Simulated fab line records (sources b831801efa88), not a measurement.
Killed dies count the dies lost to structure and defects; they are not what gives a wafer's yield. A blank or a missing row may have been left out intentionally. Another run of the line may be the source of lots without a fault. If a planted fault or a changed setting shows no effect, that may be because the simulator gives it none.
Comparing a struck lot with a sound one    flow sky130    15 out of 708 route steps
Sound: wafers L799.1, L799.5, L799.6. Wafers struck: L809.2, L809.3, L809.4. Last of all comes the cause.
At each step with rows: each side's tool, then ch and its chambers, then its first start. Under that, the readings that differ: sound wafers    struck wafers    difference of the means    sigmas: that difference in standard deviations of wafers without a fault.
alike: same words and numbers on both sides, and readings whose means sit less than 2 such deviations apart. not compared: any withheld reading, any reading some wafer has no value for, any bound like >300 that may hide the same value, and any number with overlapping values for which the record gives no deviation.
The two part at a step that has a row with sigmas, a row that says differs or no value, or rows on one side only. Numbers that have no deviation but don't overlap get no sigmas and don't part them. A reading that every wafer of one side lacks parts them only if that side has two wafers or more.

first, 2 steps without rows for these wafers: SKY_CAPM_PEB_10; SKY_CAPM_DEVELOP_11 (develop time 60 s).
SKY_CAPM_OVL_MEAS_12:
  sound: overlay-01 at day 38 12:10; struck: overlay-02 at day 40 10:53
  alike: CAPM_OVL
SKY_CAPM_METAL_ETCH_13: etches TiN in Cl2/BCl3, stops on SiO2, target depth 220 nm, time 62.9 s.
  sound on rie-metal-04 ch 0,1, day 38 12:11; struck on rie-metal-03 ch 0,1, day 40 10:55
  alike: drypump-motor-current-A, oes-product-au, throttle-valve-pct
  not compared: rf-hours-counter-h
SKY_CAPM_STRIP_14: strips in O2/N2.
  sound on plasma-asher-04 ch 0,1, day 38 12:16; struck on plasma-asher-04 ch 0,1, day 40 11:00
  alike: drypump-motor-current-A, oes-product-au, strip-time-to-endpoint-s
  not compared: rf-hours-counter-h
then, 7 steps without rows for these wafers: SKY_CAPM_STRIP_15 (strips in post etch residue remover, time 1200 s); SKY_CAPM_CLEAN_16 (cleans in IPA, time 180 s); SKY_CAPM_CLEAN_17 (cleans in O3/DIW); SKY_METAL3_DEHYDRATE_05 (time 60 s); SKY_METAL3_HMDS_06 (prime time 60 s); SKY_METAL3_COAT_07 (resist thk 60 nm); SKY_METAL3_COAT_08 (resist thk 1140 nm).
SKY_METAL3_SOFTBAKE_09: time 90 s.
  sound on litho-track-03 ch 0, day 39 01:00; struck on litho-track-03 ch 0, day 40 23:00
reading                   sound                 struck                difference  sigmas
heater-power-total-W (W)  57.37 57.33 57.50     59.75 59.74 59.80     +2.36       +21
plate-temp-C (C)          100.02 100.11 100.10  103.06 103.10 103.09  +3.01       +20
then, 1 step without rows for these wafers: SKY_METAL3_EXPOSE_10 (exposes mask MM3, target cd 300 nm).
-- the record jumps here: 7 days lie between the struck wafers' starts before and after (it left off in module METAL3 and takes up again in module PAD_OPEN, whose first step shown is number 708 of the route) --
SKY_PAD_OPEN_PROBE_99:
  sound: prober-02 at day 46 11:43; struck: prober-02 at day 48 01:02
  alike: defect-limited-yield, killed_at_M0_to_M3, killed_at_M4_up, killed-at-contacts, killed-at-front-end, killed-at-other, killed-dies, killed-open, killed-short, sort_bin_3_pad_short, sort_bin_5_function, sort_bin_6_memory, sort-n-pass, sort-yield-pct

WHERE THEY PART
Only at SKY_METAL3_SOFTBAKE_09, within this record. Later steps at which nothing parts them and some readings are alike: SKY_PAD_OPEN_PROBE_99.

WHY: what the simulator had put in
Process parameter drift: litho-track-03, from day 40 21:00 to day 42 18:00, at SKY_METAL3_SOFTBAKE_09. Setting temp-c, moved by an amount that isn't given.
